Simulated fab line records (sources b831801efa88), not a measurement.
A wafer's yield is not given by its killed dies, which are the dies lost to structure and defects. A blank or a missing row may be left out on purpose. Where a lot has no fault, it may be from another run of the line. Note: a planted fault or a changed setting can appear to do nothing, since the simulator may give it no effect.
fab line records    flow sky130
record lots=6  wafers=18  lastDay=50
route steps=708 shown FIELD_ISO@1
lots that met no fault: from a run of the same line without faults
startH: start of the lot's first displayed wafer, in hours after the record's first day    waitH: time in hours since the lot's previous step    " the same as in the row above    L1.1+2: one row covering several wafers at once    - no value, or no start given    * or withheld: withheld    < > ~ a bound
route shown NAME@n: a module of which the file shows steps, and the number in the route of the first    usual: average and standard deviation across the fault-free wafers    same: alike in all rows    chamber/n: place in a boat    sites: each site's reading    _std_site: standard deviation of those values    _edge_site: the outer-site mean with the inner-site mean subtracted    radiusMm: for every site, how far away it sits from the centre of the wafer    mask NAME#n: copy n    behind: the most recent tool/chamber to have shaped the wafer    hold: why the lot went on hold/how many hours it stayed there/how the hold came to an end    device: which transistor (n, p or np) failed to switch    end of line: the tests these same wafers got at the end of their route    a step given without rows: its recipe and nothing more    killed: not the wafer's yield, but the dies lost to structure and defects at the first sort    map: dies across one wafer; x = killed, . = not, _ = none there
set.NAME: the setting as run; set.NAME@STEP: as run at that earlier step    model.NAME: the simulator's own value behind a step, which no gauge read
certain route steps with their lots: each step a table, each wafer a row
services: the hour from which a tool's chamber was out of use, counted from the record's first day as startH (under 0 if before that day), plus the number of hours and why
## steps
# step SKY_FIELD_ISO_BOW_MEAS_00
# recipe mode=bow
# usual INCOMING_BOW=1/6.2
lot.wafer  tool          chamber  startH  waitH  INCOMING_BOW[um]
L835.1     filmMetro-02  -        35.00   -      7
L835.2     "             -        "       "      11
L835.3     "             -        "       "      -1
L843.1     filmMetro-03  -        75.00   -      -4
L843.3     "             -        "       "      -4
L843.5     "             -        "       "      12
L847.1     filmMetro-03  -        95.00   -      0
L847.3     "             -        "       "      1
L847.5     "             -        "       "      10
L848.2     filmMetro-03  -        100.02  -      1
L848.3     "             -        "       "      16
L848.5     "             -        "       "      -5
L849.1     filmMetro-02  -        105.00  -      3
L849.2     "             -        "       "      6
L849.4     "             -        "       "      3
L853.1     filmMetro-02  -        125.00  -      8
L853.2     "             -        "       "      -2
L853.4     "             -        "       "      -2
# step SKY_FIELD_ISO_OXIDATION_01
# recipe tempC=900  ambient=O2  stabiliseS=600  purgeS=300  targetThkA=120  oxTimeS=1843
# step SKY_FIELD_ISO_THK_MEAS_02
# recipe reads=SiO2_of_FIELD_ISO_OXIDATION_01
# usual FIELD_ISO_OXIDATION_00_THK=12.03/0.24
lot.wafer  tool          chamber  startH  waitH  FIELD_ISO_OXIDATION_00_THK[nm]
L835.1     filmMetro-02  -        36.74   0.0    11.86
L835.2     "             -        "       "      11.86
L835.3     "             -        "       "      12.11
L843.1     filmMetro-03  -        77.68   0.0    12.38
L843.3     "             -        "       "      12.29
L843.5     "             -        "       "      12.26
L847.1     filmMetro-03  -        98.77   0.0    12.01
L847.3     "             -        "       "      12.05
L847.5     "             -        "       "      12.10
L848.2     filmMetro-03  -        103.12  0.0    12.21
L848.3     "             -        "       "      12.38
L848.5     "             -        "       "      12.21
L849.1     filmMetro-03  -        108.65  0.0    12.12
L849.2     "             -        "       "      12.20
L849.4     "             -        "       "      12.27
L853.1     filmMetro-03  -        127.04  0.0    11.73
L853.2     "             -        "       "      11.63
L853.4     "             -        "       "      11.71
# step SKY_FIELD_ISO_CVD_03
# recipe material=Si3N4  precursor=DCS/NH3  targetThkNm=165  tempC=770  timeS=2830  pressureMtorr=250
# step SKY_FIELD_ISO_THK_MEAS_04
# recipe reads=Si3N4_of_FIELD_ISO_CVD_03
# usual FIELD_ISO_CVD_03_THK=163.8/1.3
lot.wafer  tool          chamber  startH  waitH  FIELD_ISO_CVD_03_THK[nm]
L835.1     filmMetro-03  -        39.05   0.0    165.4
L835.2     "             -        "       "      165.0
L835.3     "             -        "       "      164.9
L843.1     filmMetro-02  -        80.95   0.0    165.4
L843.3     "             -        "       "      164.4
L843.5     "             -        "       "      164.4
L847.1     filmMetro-03  -        100.62  0.0    163.9
L847.3     "             -        "       "      163.1
L847.5     "             -        "       "      162.9
L848.2     filmMetro-03  -        104.97  0.0    163.1
L848.3     "             -        "       "      162.3
L848.5     "             -        "       "      162.2
L849.1     filmMetro-03  -        110.99  0.0    165.3
L849.2     "             -        "       "      163.9
L849.4     "             -        "       "      163.3
L853.1     filmMetro-02  -        130.20  0.0    162.8
L853.2     "             -        "       "      161.7
L853.4     "             -        "       "      163.0
# step SKY_FIELD_ISO_DEHYDRATE_05
# recipe tempC=200  timeS=60
# step SKY_FIELD_ISO_HMDS_06
# recipe primeTimeS=57.78  primeTempC=120
# step SKY_FIELD_ISO_COAT_07
# recipe resist=BARC  tempC=withheld  timeS=withheld  spinRpm=3000  resistThkNm=60
# usual resistLineTempC=*  spinSpeedRpm=3000.1/2
lot.wafer  tool           chamber  startH  waitH  resistLineTempC  spinSpeedRpm
L835.1     lithoTrack-01  0        46.03   0.1    *                2998.3
L835.2     "              0        "       "      *                2999.8
L835.3     "              0        "       "      *                2998.4
L843.1     lithoTrack-02  0        89.63   0.1    *                3001.4
L843.3     "              0        "       "      *                3000.7
L843.5     "              0        "       "      *                3001.4
L847.1     lithoTrack-02  0        109.38  0.1    *                3153.5
L847.3     "              0        "       "      *                3153.8
L847.5     "              0        "       "      *                3154.4
L848.2     lithoTrack-04  0        113.42  0.1    *                2999.8
L848.3     "              0        "       "      *                2998.5
L848.5     "              0        "       "      *                3000.7
L849.1     lithoTrack-02  0        119.93  0.1    *                3159.9
L849.2     "              0        "       "      *                3157.7
L849.4     "              0        "       "      *                3159.6
L853.1     lithoTrack-04  0        139.49  0.1    *                3000.7
L853.2     "              0        "       "      *                3000.0
L853.4     "              0        "       "      *                3002.8
# step SKY_FIELD_ISO_COAT_08
# recipe resist=KrF-thick  spinRpm=3000  resistThkNm=450
# step SKY_FIELD_ISO_SOFTBAKE_09
# recipe tempC=100  timeS=90  resist=KrF-thick
# step SKY_FIELD_ISO_EXPOSE_10
# recipe maskId=FOM  na=0.68  sourceShape=annular  sigmaInner=0.4  sigmaOuter=0.8  targetCdNm=150  doseMj=27.55
# step SKY_FIELD_ISO_PEB_11
# recipe pebTempC=withheld  pebTimeS=withheld  resist=KrF-thick
# step SKY_FIELD_ISO_DEVELOP_12
# recipe developTimeS=60  resist=KrF-thick  devTempC=21
# step SKY_FIELD_ISO_CD_MEAS_13
# recipe targetCdNm=150
# usual cdNm=150.0/1.7
lot.wafer  tool      chamber  startH  waitH  cdNm
L835.1     cdSem-02  -        54.84   -      149.8
L835.2     "         -        "       "      148.6
L835.3     "         -        "       "      148.7
L843.1     cdSem-02  -        97.78   -      149.6
L843.3     "         -        "       "      149.6
L843.5     "         -        "       "      150.2
L847.1     cdSem-01  -        119.03  -      152.6
L847.3     "         -        "       "      152.3
L847.5     "         -        "       "      153.0
L848.2     cdSem-01  -        123.35  -      149.4
L848.3     "         -        "       "      148.7
L848.5     "         -        "       "      149.2
L849.1     cdSem-01  -        129.78  -      150.3
L849.2     "         -        "       "      153.3
L849.4     "         -        "       "      150.5
L853.1     cdSem-01  -        149.14  -      148.8
L853.2     "         -        "       "      147.1
L853.4     "         -        "       "      147.3
# step SKY_FIELD_ISO_ETCH_14
# recipe chemistry=N2/H2  target=BARC  ionEnergyEv=200  sourceW=500  biasW=100  pressureMtorr=30  n2FlowSccm=100  h2FlowSccm=200  stopOn=SiO2  timeS=45.9  targetDepthA=600
# usual drypumpMotorCurrentA=5.6/0.58  n2FlowSccm=100.0/0.32  oesProductAu=0.855/0.0043  rfFwdPowerW=494.8/2  throttleValvePct=13.226/0.009
lot.wafer  tool        chamber  startH  waitH  drypumpMotorCurrentA  n2FlowSccm  oesProductAu  rfFwdPowerW  rfHoursCounterH  throttleValvePct  model.etch.depthNm
L835.1     rieDiel-03  2        54.96   0.1    6.0                   100.4       0.855         493.7        141              13.229            59.71
L835.2     "           1        "       "      6.0                   99.9        0.851         494.5        8                13.223            60.16
L835.3     "           3        "       "      6.3                   100.1       0.847         498.0        70               13.224            59.84
L843.1     rieDiel-01  2        97.90   0.1    5.4                   100.0       0.863         493.2        43               13.238            60.22
L843.3     "           3        "       "      5.1                   100.1       0.854         495.2        58               13.233            60.22
L843.5     "           3        "       "      5.1                   99.7        0.861         494.5        -                13.230            60.33
L847.1     rieDiel-02  0        119.15  0.1    4.8                   100.8       0.840         495.0        57               13.216            58.58
L847.3     "           3        "       "      4.7                   100.1       0.841         493.7        42               13.223            58.6
L847.5     "           2        "       "      5.5                   100.2       0.843         497.7        -                13.217            58.69
L848.2     rieDiel-01  2        123.45  0.1    5.4                   99.5        0.859         492.4        44               13.212            60.23
L848.3     "           3        "       "      5.1                   100.3       0.851         496.7        59               13.223            60.08
L848.5     "           0        "       "      5.9                   99.8        0.858         493.9        -                13.225            59.99
L849.1     rieDiel-03  3        129.90  0.1    6.3                   99.9        0.846         496.6        71               13.220            58.54
L849.2     "           1        "       "      6.1                   99.5        0.845         495.5        9                13.213            58.74
L849.4     "           2        "       "      6.0                   100.0       0.844         492.5        142              13.225            58.53
L853.1     rieDiel-03  3        149.26  0.1    6.3                   100.3       0.862         496.6        71               13.225            60.27
L853.2     "           2        "       "      6.0                   99.7        0.856         492.0        143              13.209            60.26
L853.4     "           3        "       "      6.3                   100.0       0.851         498.4        -                13.232            60.15
# step SKY_FIELD_ISO_ETCH_15
# recipe chemistry=CHF3/O2  targetDepthNm=180  stopOn=Si  sourceW=600  biasW=200  pressureMtorr=40  chf3FlowSccm=50  O2_flow_sccm=5  timeS=72
# usual drypumpMotorCurrentA=5.6/0.58  oesProductAu=0.942/0.0072  rfFwdPowerW=595.2/2.7  throttleValvePct=8.844/0.0099
lot.wafer  tool        chamber  startH  waitH  drypumpMotorCurrentA  oesProductAu  rfFwdPowerW  rfHoursCounterH  throttleValvePct
L835.1     rieDiel-03  2        55.00   0.0    6.0                   0.939         593.0        141              8.845
L835.2     "           1        "       "      6.0                   0.944         594.4        8                8.852
L835.3     "           3        "       "      6.3                   0.946         599.2        70               8.840
L843.1     rieDiel-01  2        97.95   0.0    5.4                   0.957         590.3        43               8.836
L843.3     "           3        "       "      5.1                   0.945         598.1        58               8.838
L843.5     "           3        "       "      5.1                   0.933         594.9        -                8.838
L847.1     rieDiel-02  0        119.19  0.0    4.8                   0.947         593.5        57               8.859
L847.3     "           3        "       "      4.7                   0.942         593.0        42               8.857
L847.5     "           2        "       "      5.4                   0.934         594.1        -                8.846
L848.2     rieDiel-01  2        123.50  0.0    5.4                   0.938         593.5        44               8.837
L848.3     "           3        "       "      5.1                   0.945         599.3        59               8.854
L848.5     "           0        "       "      6.0                   0.938         590.4        -                8.860
L849.1     rieDiel-03  3        129.94  0.0    6.3                   0.954         595.8        71               8.845
L849.2     "           1        "       "      6.1                   0.949         592.2        9                8.860
L849.4     "           2        "       "      6.0                   0.938         593.2        142              8.843
L853.1     rieDiel-03  3        149.30  0.0    6.3                   0.936         598.5        71               8.859
L853.2     "           2        "       "      6.0                   0.935         595.9        143              8.834
L853.4     "           3        "       "      6.3                   0.938         597.8        -                8.841
## services
tool        chamber  startH  hours  kind
rieDiel-03  -        51.81   2.8    pm
rieDiel-01  1        68.55   71.2   repair
rieDiel-03  2        76.40   3.9    repair
rieDiel-02  1        79.39   9.3    repair
rieDiel-03  -        96.96   22.5   repair
rieDiel-02  1        99.45   -      clean
rieDiel-02  1        99.45   22.6   scheduledDown
rieDiel-02  1        99.45   22.6   ventCycle
rieDiel-02  2        106.54  12.2   repair
rieDiel-03  1        120.54  2.8    repair
rieDiel-03  1        144.16  7.7    repair
rieDiel-01  1        145.32  -      clean
rieDiel-01  1        145.32  26.7   scheduledDown
rieDiel-01  1        145.32  26.7   ventCycle
## key
firstSign step=SKY_FIELD_ISO_COAT_07  reading=spinSpeedRpm  direction=up  sigmas=78  usual=3000.1  struck=3156.5
effect step=SKY_FIELD_ISO_ETCH_14  reading=oesProductAu  direction=down  sigmas=2.8  usual=0.855  struck=0.843
modelEffect step=SKY_FIELD_ISO_ETCH_14  value=etch.depthNm  without=60.13  struck=58.61
metAt SKY_FIELD_ISO_COAT_07
struckWafers L847.1,L847.3,L847.5,L849.1,L849.2,L849.4
testerLeftOut L847,L849
onsetBetween 89.63 109.38
fault kind=processParameterDrift  tool=lithoTrack-02  chamber=-  onsetH=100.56  steps=SKY_FIELD_ISO_COAT_07  channel=spinRpm  offset=157.15  shape=step  endH=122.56  actsIn=theseRecipesOnly  stated=3000
# testerLeftOut: of these lots the tester's yield and bins aren't shown, on N5 and GAA mostly nor the transistor test; their killed dies are dies lost to structure and defects alone, not to doping, threshold or leakage, so they don't give the yield
